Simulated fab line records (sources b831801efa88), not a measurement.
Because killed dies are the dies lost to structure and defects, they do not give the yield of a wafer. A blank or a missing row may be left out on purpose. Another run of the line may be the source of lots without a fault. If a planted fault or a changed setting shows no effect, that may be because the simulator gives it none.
Split-lot trial || flow gf180mcu || 23 wafers read from 5 lots, route of 602 steps

== THE SPLIT ==
At GF_M4_SPUTTER_01 (material TiN, target thk 30 nm, time 25 s), the setting power w was moved away from the recipe's 6500 W on 8 of the 23 wafers read, by -11.4% to +3.9%. This setting was run at the recipe's value on the other wafers.

The reading comes from the split's own step.

== THE READING ==
TiN_of_M4_SPUTTER_01.thk nm (the simulator's own value, which no gauge read), in nm, at GF_M4_SPUTTER_01 (material TiN, target thk 30 nm, time 25 s). The file does not state a usual value for it. The 15 wafers here that ran the recipe average 29.99 nm, standard deviation 0.32 nm.

{"wafer": "L077.1", "tool, chamber at the split": "pvd sputter-03, -", "power w as run, W": 6500, "against the recipe": "recipe", "TiN_of_M4_SPUTTER_01.thk nm, nm": 30.22, "against lot-mates on the recipe": "-"}
{"wafer": "L077.2", "tool, chamber at the split": "pvd sputter-03, -", "power w as run, W": 6500, "against the recipe": "recipe", "TiN_of_M4_SPUTTER_01.thk nm, nm": 30.28, "against lot-mates on the recipe": "-"}
{"wafer": "L077.4", "tool, chamber at the split": "pvd sputter-03, -", "power w as run, W": 6500, "against the recipe": "recipe", "TiN_of_M4_SPUTTER_01.thk nm, nm": 30.25, "against lot-mates on the recipe": "-"}
{"wafer": "L077.5", "tool, chamber at the split": "pvd sputter-03, -", "power w as run, W": 6756, "against the recipe": "+3.9%", "TiN_of_M4_SPUTTER_01.thk nm, nm": 31.02, "against lot-mates on the recipe": "+0.77"}
{"wafer": "L077.6", "tool, chamber at the split": "pvd sputter-03, -", "power w as run, W": 6756, "against the recipe": "+3.9%", "TiN_of_M4_SPUTTER_01.thk nm, nm": 31.21, "against lot-mates on the recipe": "+0.96"}
{"wafer": "L079.1", "tool, chamber at the split": "pvd sputter-04, -", "power w as run, W": 5801, "against the recipe": "-10.8%", "TiN_of_M4_SPUTTER_01.thk nm, nm": 26.62, "against lot-mates on the recipe": -3.33}
{"wafer": "L079.2", "tool, chamber at the split": "pvd sputter-04, -", "power w as run, W": 6500, "against the recipe": "recipe", "TiN_of_M4_SPUTTER_01.thk nm, nm": 30.1, "against lot-mates on the recipe": "-"}
{"wafer": "L079.3", "tool, chamber at the split": "pvd sputter-04, -", "power w as run, W": 5801, "against the recipe": "-10.8%", "TiN_of_M4_SPUTTER_01.thk nm, nm": 26.33, "against lot-mates on the recipe": -3.62}
{"wafer": "L079.4", "tool, chamber at the split": "pvd sputter-04, -", "power w as run, W": 6500, "against the recipe": "recipe", "TiN_of_M4_SPUTTER_01.thk nm, nm": 29.77, "against lot-mates on the recipe": "-"}
{"wafer": "L079.5", "tool, chamber at the split": "pvd sputter-04, -", "power w as run, W": 6500, "against the recipe": "recipe", "TiN_of_M4_SPUTTER_01.thk nm, nm": 29.99, "against lot-mates on the recipe": "-"}
{"wafer": "L080.2", "tool, chamber at the split": "pvd sputter-02, -", "power w as run, W": 6500, "against the recipe": "recipe", "TiN_of_M4_SPUTTER_01.thk nm, nm": 30.18, "against lot-mates on the recipe": "-"}
{"wafer": "L080.3", "tool, chamber at the split": "pvd sputter-02, -", "power w as run, W": 5762, "against the recipe": "-11.4%", "TiN_of_M4_SPUTTER_01.thk nm, nm": 26.09, "against lot-mates on the recipe": -3.93}
{"wafer": "L080.4", "tool, chamber at the split": "pvd sputter-02, -", "power w as run, W": 6500, "against the recipe": "recipe", "TiN_of_M4_SPUTTER_01.thk nm, nm": 29.97, "against lot-mates on the recipe": "-"}
{"wafer": "L080.5", "tool, chamber at the split": "pvd sputter-02, -", "power w as run, W": 5762, "against the recipe": "-11.4%", "TiN_of_M4_SPUTTER_01.thk nm, nm": 26.46, "against lot-mates on the recipe": -3.56}
{"wafer": "L080.6", "tool, chamber at the split": "pvd sputter-02, -", "power w as run, W": 6500, "against the recipe": "recipe", "TiN_of_M4_SPUTTER_01.thk nm, nm": 29.9, "against lot-mates on the recipe": "-"}
{"wafer": "L081.1", "tool, chamber at the split": "pvd sputter-03, -", "power w as run, W": 5763, "against the recipe": "-11.3%", "TiN_of_M4_SPUTTER_01.thk nm, nm": 26.88, "against lot-mates on the recipe": -3.37}
{"wafer": "L081.2", "tool, chamber at the split": "pvd sputter-03, -", "power w as run, W": 6500, "against the recipe": "recipe", "TiN_of_M4_SPUTTER_01.thk nm, nm": 30.19, "against lot-mates on the recipe": "-"}
{"wafer": "L081.3", "tool, chamber at the split": "pvd sputter-03, -", "power w as run, W": 6500, "against the recipe": "recipe", "TiN_of_M4_SPUTTER_01.thk nm, nm": 30.47, "against lot-mates on the recipe": "-"}
{"wafer": "L081.4", "tool, chamber at the split": "pvd sputter-03, -", "power w as run, W": 5763, "against the recipe": "-11.3%", "TiN_of_M4_SPUTTER_01.thk nm, nm": 26.62, "against lot-mates on the recipe": -3.63}
{"wafer": "L081.5", "tool, chamber at the split": "pvd sputter-03, -", "power w as run, W": 6500, "against the recipe": "recipe", "TiN_of_M4_SPUTTER_01.thk nm, nm": 30.1, "against lot-mates on the recipe": "-"}
{"wafer": "L082.2", "tool, chamber at the split": "pvd sputter-04, -", "power w as run, W": 6500, "against the recipe": "recipe", "TiN_of_M4_SPUTTER_01.thk nm, nm": 29.72, "against lot-mates on the recipe": "-"}
{"wafer": "L082.5", "tool, chamber at the split": "pvd sputter-04, -", "power w as run, W": 6500, "against the recipe": "recipe", "TiN_of_M4_SPUTTER_01.thk nm, nm": 29.39, "against lot-mates on the recipe": "-"}
{"wafer": "L082.6", "tool, chamber at the split": "pvd sputter-04, -", "power w as run, W": 6500, "against the recipe": "recipe", "TiN_of_M4_SPUTTER_01.thk nm, nm": 29.28, "against lot-mates on the recipe": "-"}

THE FIT
A straight line over all 23 wafers: TiN_of_M4_SPUTTER_01.thk nm changes by +0.31 nm for each +1% of power w; r = +0.98; the points scatter about the line by 0.31 nm.
The same after taking each lot's own level away (the mean of its wafers on the recipe; 23 wafers): +0.312 nm for each +1%; r = +0.99; scatter 0.19 nm.
Per that fit: largest power w move, reading shift of 3.5 nm.
The span of the lots' own levels, 29.463 to 30.253 nm, comes to 2.5 times the standard deviation stated above.
Consequently the slope shifts little with the lot-to-lot level, the two slopes agreeing.
Check: with one of the wafers moved furthest among these (-11.4%) left out of the fit, the line predicts -3.54 nm for it against its lot-mates. It came out at -3.93 nm against them.

== THESE WAFERS: OTHER SPLITS ==
Before the reading, these wafers also passed through other splits. Each is held against what the fit with the lots' levels taken away leaves over:
{"other split on the same wafers": "GF_V2_SPUTTER_22 chamber pressure pa", "wafers away from the commonest value": 15, "r with TiN_of_M4_SPUTTER_01.thk nm (lot level and that fit taken away)": "+0.00"}
{"other split on the same wafers": "GF_V2_CVD_23 temp c", "wafers away from the commonest value": 8, "r with TiN_of_M4_SPUTTER_01.thk nm (lot level and that fit taken away)": -0.02}
{"other split on the same wafers": "GF_M3_SPUTTER_04 time s", "wafers away from the commonest value": 8, "r with TiN_of_M4_SPUTTER_01.thk nm (lot level and that fit taken away)": "+0.06"}
{"other split on the same wafers": "GF_V3_CVD_02 time s", "wafers away from the commonest value": 5, "r with TiN_of_M4_SPUTTER_01.thk nm (lot level and that fit taken away)": "+0.15"}
{"other split on the same wafers": "GF_V3_EXPOSE_11 dose mj", "wafers away from the commonest value": 10, "r with TiN_of_M4_SPUTTER_01.thk nm (lot level and that fit taken away)": -0.18}
{"other split on the same wafers": "GF_V3_SPUTTER_22 power w", "wafers away from the commonest value": 9, "r with TiN_of_M4_SPUTTER_01.thk nm (lot level and that fit taken away)": "+0.15"}

== FILE'S OWN FIT ==
TiN_of_M4_SPUTTER_01.thk nm changes by +0.316 nm for each +1% of power w, r = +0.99.
